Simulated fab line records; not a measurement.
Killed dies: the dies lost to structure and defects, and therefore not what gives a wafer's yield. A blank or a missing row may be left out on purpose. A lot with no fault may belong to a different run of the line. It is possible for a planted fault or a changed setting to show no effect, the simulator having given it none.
What tool caused it?	flow gf180mcu	45 wafers from 15 lots sampled at 7 of the route's 602 steps

== WHAT THE GAUGES READ, wafer by wafer ==
GF_POLY_GATE_CD_MEAS_10 targets a cd of 280 nm. Usual: 280.5 nm for cd_nm, sd 0.91.
lot	measured	on	cd_nm (nm)	flag
L560	day 8 22:52	cd_sem-01	279.8 279.7 280.4	
L562	day 9 17:22	cd_sem-02	280.3 279.7 280.1	
L564	day 10 05:43	cd_sem-01	281.3 281.4 279.8	
L565	day 10 16:58	cd_sem-01	280.1 282.2 282.5	
L569	day 11 19:04	cd_sem-01	279.3 279.4 279.6	
L571	day 12 11:35	cd_sem-02	280.2 281.0 281.0	
L575	day 13 16:56	cd_sem-02	280.1 281.4 282.0	
L576	day 13 19:19	cd_sem-01	279.4 279.6 280.7	
L577	day 14 05:57	cd_sem-01	279.8 280.8 279.8	
L578	day 14 18:50	cd_sem-02	280.1 282.0 279.4	
L579	day 14 23:52	cd_sem-01	278.3 279.5 279.0	
L580	day 15 02:26	cd_sem-02	280.9 279.7 280.0	
L581	day 15 12:04	cd_sem-02	280.8 281.4 281.1	
L582	day 15 20:47	cd_sem-01	281.7 281.7 281.8	
L583	day 16 06:01	cd_sem-01	279.2 279.8 279.1	

GF_HV_LDD_CD_MEAS_46 targets a cd of 400 nm. Usual: 400.6 nm for cd_nm, sd 1.8.
lot	measured	on	cd_nm (nm)	flag
L560	day 12 01:07	cd_sem-02	400.2 399.7 397.4	
L562	day 12 21:37	cd_sem-02	400.9 399.8 398.0	
L564	day 13 13:37	cd_sem-01	400.9 400.3 399.6	
L565	day 14 03:11	cd_sem-01	400.3 400.4 401.1	
L569	day 15 09:12	cd_sem-02	399.8 399.5 401.6	
L571	day 16 03:59	cd_sem-02	400.4 401.7 398.6	
L575	day 17 11:05	cd_sem-01	403.5 401.8 402.8	
L576	day 17 13:31	cd_sem-02	398.8 400.7 398.1	
L577	day 18 00:59	cd_sem-02	403.4 403.4 403.6	
L578	day 18 15:47	cd_sem-01	400.5 400.0 400.8	
L579	day 18 21:23	cd_sem-01	401.7 401.6 400.4	
L580	day 18 23:31	cd_sem-01	397.3 399.6 396.4	
L581	day 19 11:17	cd_sem-02	399.4 403.5 400.9	
L582	day 19 19:35	cd_sem-01	400.1 402.2 402.5	
L583	day 20 05:05	cd_sem-01	401.3 402.8 402.6	

GF_NSD_TW_MEAS_12. Usual: NSD_TW typically reads 4234, with standard deviation 51.
lot	measured	on	NSD_TW	flag
L560	day 13 01:43	film_metro-04	4236 4232 4218	
L562	day 13 23:22	film_metro-04	4222 4224 4233	
L564	day 14 13:51	film_metro-01	4207 4200 4198	
L565	day 15 04:57	film_metro-04	4210 4193 4201	
L569	day 16 10:58	film_metro-01	4179 4211 4191	
L571	day 17 06:46	film_metro-01	4177 4185 4165	
L575	day 18 13:44	film_metro-02	4298 4323 4312	
L576	day 18 17:28	film_metro-04	2966 2989 2992	OFF
L577	day 19 04:32	film_metro-02	3032 3042 3063	OFF
L578	day 19 19:46	film_metro-01	2988 2984 2980	OFF
L579	day 20 01:10	film_metro-02	4285 4328 4323	
L580	day 20 02:38	film_metro-01	4191 4178 4201	
L581	day 20 15:36	film_metro-02	4319 4322 4289	
L582	day 20 22:46	film_metro-02	4303 4280 4286	
L583	day 21 08:31	film_metro-04	4220 4212 4194	

GF_PSD_RS_MEAS_14: measurement is done with a four-point probe. Usual: NSD_RS typically reads 46.13 ohm/sq, with standard deviation 0.086.
lot	measured	on	NSD_RS (ohm/sq)	flag
L560	day 13 23:01	film_metro-01	46.12 46.10 46.13	
L562	day 14 21:04	film_metro-01	46.12 46.09 46.12	
L564	day 15 12:19	film_metro-02	46.17 46.04 46.09	
L565	day 16 02:55	film_metro-04	46.20 46.14 46.19	
L569	day 17 09:21	film_metro-01	46.17 46.03 46.08	
L571	day 18 05:56	film_metro-01	46.06 46.07 46.15	
L575	day 19 13:44	film_metro-02	46.09 46.16 46.18	
L576	day 19 17:47	film_metro-01	139.41 139.21 139.18	OFF
L577	day 20 05:18	film_metro-02	138.11 138.50 137.89	OFF
L578	day 20 20:20	film_metro-04	139.07 138.84 138.90	OFF
L579	day 21 01:37	film_metro-01	46.00 46.07 46.18	
L580	day 21 02:50	film_metro-04	46.35 46.34 46.20	
L581	day 21 16:11	film_metro-02	46.31 46.14 46.22	
L582	day 21 23:27	film_metro-01	46.13 46.13 46.06	
L583	day 22 09:28	film_metro-04	46.19 46.18 46.10	

GF_SAB_CD_MEAS_09 targets a cd of 420 nm. Usual: 419.9 nm for cd_nm, sd 1.8.
lot	measured	on	cd_nm (nm)	flag
L560	day 14 20:11	cd_sem-02	423.4 422.7 422.3	
L562	day 15 18:07	cd_sem-01	418.9 419.1 419.9	
L564	day 16 10:20	cd_sem-01	418.6 416.3 417.1	
L565	day 17 01:25	cd_sem-02	422.3 421.2 421.6	
L569	day 18 08:14	cd_sem-02	419.0 419.4 418.9	
L571	day 19 05:44	cd_sem-02	420.5 419.2 418.6	
L575	day 20 14:02	cd_sem-02	418.0 417.8 419.0	
L579	day 22 01:40	cd_sem-02	418.9 420.7 419.9	
L580	day 22 02:38	cd_sem-02	420.3 419.1 419.3	
L581	day 22 15:50	cd_sem-01	422.7 421.1 420.1	
L582	day 22 23:53	cd_sem-01	421.8 423.1 421.9	
L583	day 23 09:05	cd_sem-02	422.9 421.4 421.8	

== EACH LOT AND THE TOOL THAT RAN IT (in order: tool; ch and the chambers of the sampled wafers; start) ==
lot	GF_NSD_IMPLANT_09	GF_NSD_STRIP_11
L560	implanter-03 ch 0, day 13 01:19	plasma_asher-04 ch 0,1, day 13 01:37
L562	implanter-03 ch 0, day 13 22:58	plasma_asher-01 ch 0,1, day 13 23:16
L564	implanter-01 ch 0, day 14 13:27	plasma_asher-03 ch 0,1, day 14 13:45
L565	implanter-02 ch 0, day 15 04:33	plasma_asher-04 ch 0,1, day 15 04:51
L569	implanter-02 ch 0, day 16 10:30	plasma_asher-04 ch 0,1, day 16 10:47
L571	implanter-01 ch 0, day 17 06:22	plasma_asher-03 ch 0,1, day 17 06:39
L575	implanter-01 ch 0, day 18 13:20	plasma_asher-03 ch 0,1, day 18 13:37
L576	implanter-01, day 18 17:04	plasma_asher-01 ch 0,1, day 18 17:21
L577	implanter-03, day 19 04:10	plasma_asher-04 ch 0,1, day 19 04:27
L578	implanter-03, day 19 19:22	plasma_asher-01 ch 0,1, day 19 19:39
L579	implanter-02 ch 0, day 20 00:46	plasma_asher-04 ch 0,1, day 20 01:04
L580	implanter-02 ch 0, day 20 02:14	plasma_asher-01 ch 0,1, day 20 02:31
L581	implanter-02 ch 0, day 20 15:13	plasma_asher-03 ch 0, day 20 15:29
L582	implanter-02 ch 0, day 20 22:23	plasma_asher-03 ch 0,1, day 20 22:40
L583	implanter-02 ch 0, day 21 08:07	plasma_asher-04 ch 0,1, day 21 08:25
- GF_NSD_IMPLANT_09
- GF_NSD_STRIP_11: strips in O2/N2.

== AS READ BY THE TOOLS THEMSELVES (means over the sampled wafers that have a number; for cases with no such wafer, the mark the record gives instead) ==
GF_NSD_IMPLANT_09. Usual: beam_energy_keV 59.999, standard deviation 0.017; beam_on_s 18.1 s, standard deviation 2.9; tilt_deg 7.005 degrees, standard deviation 0.02.
lot	tool	beam_energy_keV	beam_on_s (s)	tilt_deg (degrees)	flag
L560	implanter-03	59.997	23.7	6.992	
L562	implanter-03	59.977	23.8	7.001	
L564	implanter-01	60.001	16.0	7.003	
L565	implanter-02	59.981	16.8	7.005	
L569	implanter-02	60.008	16.9	7.029	
L571	implanter-01	60.012	16.1	7.019	
L575	implanter-01	60.020	16.2	7.024	
L576	implanter-01	-	-	-	OFF
L577	implanter-03	-	-	-	OFF
L578	implanter-03	-	-	-	OFF
L579	implanter-02	59.995	17.3	6.996	
L580	implanter-02	60.005	17.1	7.022	
L581	implanter-02	59.985	17.0	6.971	
L582	implanter-02	60.011	17.1	7.011	
L583	implanter-02	60.021	17.2	6.988	

GF_NSD_STRIP_11. Usual: drypump_motor_current_A 6.03 A, standard deviation 0.29; heater_power_w 330 W, standard deviation 38; o2_flow_sccm 3002 sccm, standard deviation 10; oes_product_au 0.487 a.u., standard deviation 0.0046; platen_temp_c 249.99 C, standard deviation 0.18; strip_time_to_endpoint_s 22.97 s, standard deviation 0.035.
lot	tool	drypump_motor_current_A (A)	heater_power_w (W)	o2_flow_sccm (sccm)	oes_product_au (a.u.)	platen_temp_c (C)	strip_time_to_endpoint_s (s)	flag
L560	plasma_asher-04	6.13	303	3001	0.490	249.86	22.96	
L562	plasma_asher-01	5.91	380	2985	0.486	249.94	22.99	
L564	plasma_asher-03	5.91	302	3006	0.487	250.16	22.98	
L565	plasma_asher-04	6.15	311	2992	0.486	249.99	22.97	
L569	plasma_asher-04	6.15	309	3001	0.487	249.96	23.00	
L571	plasma_asher-03	5.91	300	3002	0.487	249.93	22.93	
L575	plasma_asher-03	5.79	308	2996	0.487	249.84	22.96	
L576	plasma_asher-01	5.89	381	2995	0.706	249.80	12.81	OFF
L577	plasma_asher-04	6.15	304	2998	0.709	250.01	12.77	OFF
L578	plasma_asher-01	5.87	382	3004	0.705	249.96	12.78	OFF
L579	plasma_asher-04	6.11	299	2996	0.483	250.04	23.02	
L580	plasma_asher-01	5.89	381	3012	0.487	250.20	22.97	
L581	plasma_asher-03	5.97	293	2998	0.486	250.06	22.94	
L582	plasma_asher-03	5.90	300	3003	0.486	249.97	22.97	
L583	plasma_asher-04	6.14	300	3009	0.482	250.03	22.93	

== THE ANSWER, worked out from the rows above alone ==
Rule: a lot counts as off when the mean over its wafers that have a number is more than 3 standard deviations away from the usual mean. Also off: a lot with no number at a reading for which 4 or more lots have one. Where the step has rows for the other lots, those lots are counted as sound. First the gauges in route order, then the tools' own readings, where a lot's mean is used as printed above. The first step at which some lot is off is used, and at that step the reading that is off furthest; a lot without a number counts as furthest.
Off: L576, L577, L578, seen at GF_NSD_TW_MEAS_12 (NSD_TW).
A tool fits if, at a process step before that reading, it ran every lot that is off, and no sound lot after the first of them. Not tried: the gauges at GF_NSD_TW_MEAS_12; whatever is off there is also off at GF_NSD_IMPLANT_09, on other tools, and gauge error can't account for it. Not one of the candidates tried fits.

== WHAT HAD BEEN PUT IN BY THE SIMULATOR ==
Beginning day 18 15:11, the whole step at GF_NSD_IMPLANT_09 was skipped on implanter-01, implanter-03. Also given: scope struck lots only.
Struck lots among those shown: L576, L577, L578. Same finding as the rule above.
